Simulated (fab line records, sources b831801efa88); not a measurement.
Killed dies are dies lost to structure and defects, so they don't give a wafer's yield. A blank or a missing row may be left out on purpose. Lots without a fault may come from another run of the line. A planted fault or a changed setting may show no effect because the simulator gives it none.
Which tool did it? | flow sky130 | 11 lots, 33 wafers sampled, at 5 steps of a route of 708

WHAT THE GAUGES READ, wafer by wafer
SKY_VT_ADJUST_NCORE_TW_MEAS_11.
lot  | measured     | on            | VT_ADJUST_NCORE_TW
L234 | day 8 09:08  | film_metro-02 | 221.1 220.5 219.9
L235 | day 8 21:26  | film_metro-03 | 222.3 220.7 221.2
L239 | day 10 03:35 | film_metro-02 | 221.8 220.8 220.9
L240 | day 10 09:56 | film_metro-04 | 221.4 222.5 223.0
L241 | day 10 12:32 | film_metro-03 | 218.5 219.0 220.2
L245 | day 11 18:57 | film_metro-03 | 219.2 220.3 219.8
L248 | day 12 21:00 | film_metro-02 | 219.1 219.4 220.3
L249 | day 13 02:23 | film_metro-04 | 220.6 220.9 221.2
L250 | day 13 08:37 | film_metro-03 | 218.8 217.8 218.9
L251 | day 13 17:10 | film_metro-04 | 220.1 220.4 219.3
L257 | day 15 07:15 | film_metro-03 | 217.8 217.5 216.5

SKY_POLY_GATE_THK_MEAS_01.
lot  | measured     | on            | POLY_GATE_CVD_00_THK (nm)
L234 | day 13 18:10 | film_metro-02 | 177.9 181.3 179.7
L235 | day 14 03:40 | film_metro-04 | 180.8 180.2 181.8
L239 | day 16 15:12 | film_metro-04 | 178.5 178.7 178.8
L240 | day 16 15:12 | film_metro-01 | 177.0 176.2 178.7
L241 | day 16 15:12 | film_metro-02 | 180.0 181.5 182.1
L245 | day 17 13:40 | film_metro-01 | 179.1 178.6 180.2
L248 | day 19 12:25 | film_metro-02 | 176.9 177.7 175.7
L249 | day 19 13:56 | film_metro-01 | 178.9 178.7 180.4
L250 | day 19 18:29 | film_metro-04 | 179.8 179.5 179.3
L251 | day 19 23:54 | film_metro-02 | 179.7 180.0 179.4
L257 | day 21 23:33 | film_metro-01 | 177.9 177.9 176.5

SKY_VIA1_THK_MEAS_01.
lot  | measured     | on            | VIA1_HDPCVD_THK (nm)
L234 | day 32 09:09 | film_metro-04 | 1020 1021 1028
L235 | day 32 23:05 | film_metro-04 | 1020 1017 1019
L239 | day 35 07:50 | film_metro-01 | 1012 1016 1014
L240 | day 35 04:23 | film_metro-04 | 1028 1021 1032
L241 | day 35 06:35 | film_metro-04 | 1031 1029 1024
L245 | day 36 05:11 | film_metro-01 | 1050 1050 1034
L248 | day 37 21:01 | film_metro-01 | 1089 1025 1107 1088 1025 1107
L249 | day 37 20:50 | film_metro-04 | 1029 1041 1041
L250 | day 38 02:32 | film_metro-04 | 1041 1035 1049
L251 | day 38 03:10 | film_metro-04 | 1019 1106 1025 1019 1106 1026
L257 | day 39 21:52 | film_metro-01 | 1053 1038 1039

WHICH TOOL RAN EACH LOT (tool, then ch and the chambers of the sampled wafers, then the start)
lot  | SKY_GATE_OXIDE_STRIP_13              | SKY_VIA1_HDPCVD_00
L234 | plasma_asher-04 ch 1, day 13 13:17   | hdpcvd-01 ch 1,2, day 32 09:01
L235 | plasma_asher-03 ch 0,1, day 14 00:26 | hdpcvd-01 ch 0,1,2, day 32 22:59
L239 | plasma_asher-01 ch 0,1, day 16 09:25 | hdpcvd-01 ch 0,2, day 35 07:44
L240 | plasma_asher-03 ch 0, day 16 09:20   | hdpcvd-02 ch 0,1, day 35 04:16
L241 | plasma_asher-04 ch 0,1, day 16 10:52 | hdpcvd-02 ch 0,1,2, day 35 06:28
L245 | plasma_asher-01 ch 0,1, day 17 10:44 | hdpcvd-02 ch 0,1,2, day 36 05:04
L248 | plasma_asher-04 ch 1, day 19 09:17   | hdpcvd-02 ch 1,2, day 37 20:54
L249 | plasma_asher-01 ch 0,1, day 19 09:52 | hdpcvd-01 ch 0,1,2, day 37 20:43
L250 | plasma_asher-04 ch 0, day 19 14:32   | hdpcvd-01 ch 0,1, day 38 02:25
L251 | plasma_asher-03 ch 0,1, day 19 20:22 | hdpcvd-02 ch 0,1, day 38 03:02
L257 | plasma_asher-04 ch 0,1, day 21 20:00 | hdpcvd-01 ch 0,1,2, day 39 21:44
- SKY_GATE_OXIDE_STRIP_13: strips in O2/N2.
- SKY_VIA1_HDPCVD_00: deposits SiO2, target thk 1030 nm, time 171.7 s.

WHAT THE TOOLS THEMSELVES READ (means of the sampled wafers that have a number; where no wafer has one, the mark that the record gives instead)
SKY_GATE_OXIDE_STRIP_13.
lot  | tool            | drypump_motor_current_A (A) | oes_product_au (a.u.) | strip_time_to_endpoint_s (s)
L234 | plasma_asher-04 | 5.1                         | 0.718                 | 14.19
L235 | plasma_asher-03 | 6.0                         | 0.712                 | 14.10
L239 | plasma_asher-01 | 6.2                         | 0.712                 | 14.18
L240 | plasma_asher-03 | 6.0                         | 0.717                 | 14.18
L241 | plasma_asher-04 | 5.9                         | 0.712                 | 14.25
L245 | plasma_asher-01 | 6.2                         | 0.716                 | 14.15
L248 | plasma_asher-04 | 5.2                         | 0.719                 | 14.15
L249 | plasma_asher-01 | 6.3                         | 0.720                 | 14.16
L250 | plasma_asher-04 | 6.3                         | 0.714                 | 14.24
L251 | plasma_asher-03 | 6.0                         | 0.714                 | 14.22
L257 | plasma_asher-04 | 5.6                         | 0.713                 | 14.16

SKY_VIA1_HDPCVD_00.
lot  | tool      | run_length_s (s)
L234 | hdpcvd-01 | 199.8
L235 | hdpcvd-01 | 199.9
L239 | hdpcvd-01 | 199.9
L240 | hdpcvd-02 | 199.2
L241 | hdpcvd-02 | 199.5
L245 | hdpcvd-02 | 199.6
L248 | hdpcvd-02 | 208.0
L249 | hdpcvd-01 | 199.6
L250 | hdpcvd-01 | 200.1
L251 | hdpcvd-02 | 203.6
L257 | hdpcvd-01 | 199.8

THE ANSWER, worked out from the rows above alone
Rule: what is usual is taken from the lots themselves. Put in order of their means at a reading, lots are off if they are a third of the lots or fewer, leave a main group of 4 or more, and stand apart from it by a gap of 3 or more times the standard deviation of the main group's means; of several such gaps the widest counts. A main group whose means are all the same, to the digits that the tables above print for the reading, isn't used. A lot without any number at a reading at which 4 lots or more have one is off too. The other lots that the step has rows for count as sound. The gauges are gone through in route order, then the tools' own readings, and for those a lot's mean is taken as printed above. The first step at which some lot is off is used, and at that step the reading that is off furthest; a lot without a number counts as furthest.
Off: L248, L251, at SKY_VIA1_HDPCVD_00 (run_length_s). The main group: mean 199.7 s, standard deviation 0.25.
A tool fits if, at that step or a process step before it, it ran every lot that is off, and no sound lot after the first of them. One fits: hdpcvd-02 at SKY_VIA1_HDPCVD_00. Its last sound lot is L245 (day 36 05:04), its first lot that is off L248 (day 37 20:54): a fault that began between those two fits.
The tool's own readings at SKY_VIA1_HDPCVD_00 bear it out: on the lots that are off they differ by more than 5 times the standard deviation of the sound lots' means. run_length_s reads 205.8 s there against 199.7 s on the sound lots.

WHAT THE SIMULATOR HAD PUT IN
Process parameter drift: hdpcvd-02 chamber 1, from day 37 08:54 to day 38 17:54, at SKY_VIA1_HDPCVD_00. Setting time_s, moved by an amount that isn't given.
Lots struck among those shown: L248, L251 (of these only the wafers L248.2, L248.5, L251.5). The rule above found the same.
